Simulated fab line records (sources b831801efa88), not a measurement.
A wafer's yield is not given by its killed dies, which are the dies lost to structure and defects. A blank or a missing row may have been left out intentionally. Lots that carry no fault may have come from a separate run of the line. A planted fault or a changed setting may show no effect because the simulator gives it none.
Which of the tools did it? :: flow gf180mcu :: 6 lots with 18 wafers sampled at 3 steps, on a route of 602 steps

## WHAT THE GAUGES READ, wafer by wafer
GF_VT_IMPLANT_TW_MEAS_10.
lot: L152
measured: day 6 02:33
on: filmMetro-04
VT_IMPLANT_TW: 571 569 571

lot: L155
measured: day 7 02:31
on: filmMetro-01
VT_IMPLANT_TW: 570 569 572

lot: L159
measured: day 8 04:33
on: filmMetro-02
VT_IMPLANT_TW: 557 558 562

lot: L164
measured: day 9 11:48
on: filmMetro-02
VT_IMPLANT_TW: 555 555 556

lot: L168
measured: day 10 08:30
on: filmMetro-04
VT_IMPLANT_TW: 566 567 569

lot: L173
measured: day 11 10:01
on: filmMetro-02
VT_IMPLANT_TW: 564 557 562

## TOOL THAT RAN EACH LOT (tool first, then ch and the chambers of the sampled wafers, then the start)
lot: L152
GF_NWELL_COAT_02: lithoTrack-04 ch 0, day 3 11:49
GF_NWELL_STRIP_10: plasmaAsher-02 ch 0,1, day 3 18:44

lot: L155
GF_NWELL_COAT_02: lithoTrack-03 ch 0, day 4 07:55
GF_NWELL_STRIP_10: plasmaAsher-02 ch 0,1, day 4 15:11

lot: L159
GF_NWELL_COAT_02: lithoTrack-04 ch 0, day 5 06:40
GF_NWELL_STRIP_10: plasmaAsher-04 ch 0,1, day 5 13:51

lot: L164
GF_NWELL_COAT_02: lithoTrack-02 ch 0, day 6 09:42
GF_NWELL_STRIP_10: plasmaAsher-04 ch 0,1, day 6 17:42

lot: L168
GF_NWELL_COAT_02: lithoTrack-04 ch 0, day 7 03:09
GF_NWELL_STRIP_10: plasmaAsher-02 ch 1, day 7 11:35

lot: L173
GF_NWELL_COAT_02: lithoTrack-02 ch 0, day 8 03:17
GF_NWELL_STRIP_10: plasmaAsher-03 ch 0,1, day 8 11:24
- GF_NWELL_COAT_02: resist thk 3000 nm.
- GF_NWELL_STRIP_10: strips in O2/N2.

## THE ANSWER, worked out from the rows above alone
Rule: the usual values come from the lots themselves. Put in order of their means at a reading, lots are off if they are a third of the lots or fewer, leave a main group of 4 or more, and stand apart from it by a gap of 3 or more times the standard deviation of the main group's means; of several such gaps the widest counts. A main group is skipped when, at the precision printed for the reading in the tables above, its means are all equal. Also off: a lot with no number at a reading for which 4 or more lots have one. Any other lot the step has rows for is counted as sound.
No lot is off at any reading shown: from this, nothing can be told.

## WHAT WAS PUT IN BY THE SIMULATOR
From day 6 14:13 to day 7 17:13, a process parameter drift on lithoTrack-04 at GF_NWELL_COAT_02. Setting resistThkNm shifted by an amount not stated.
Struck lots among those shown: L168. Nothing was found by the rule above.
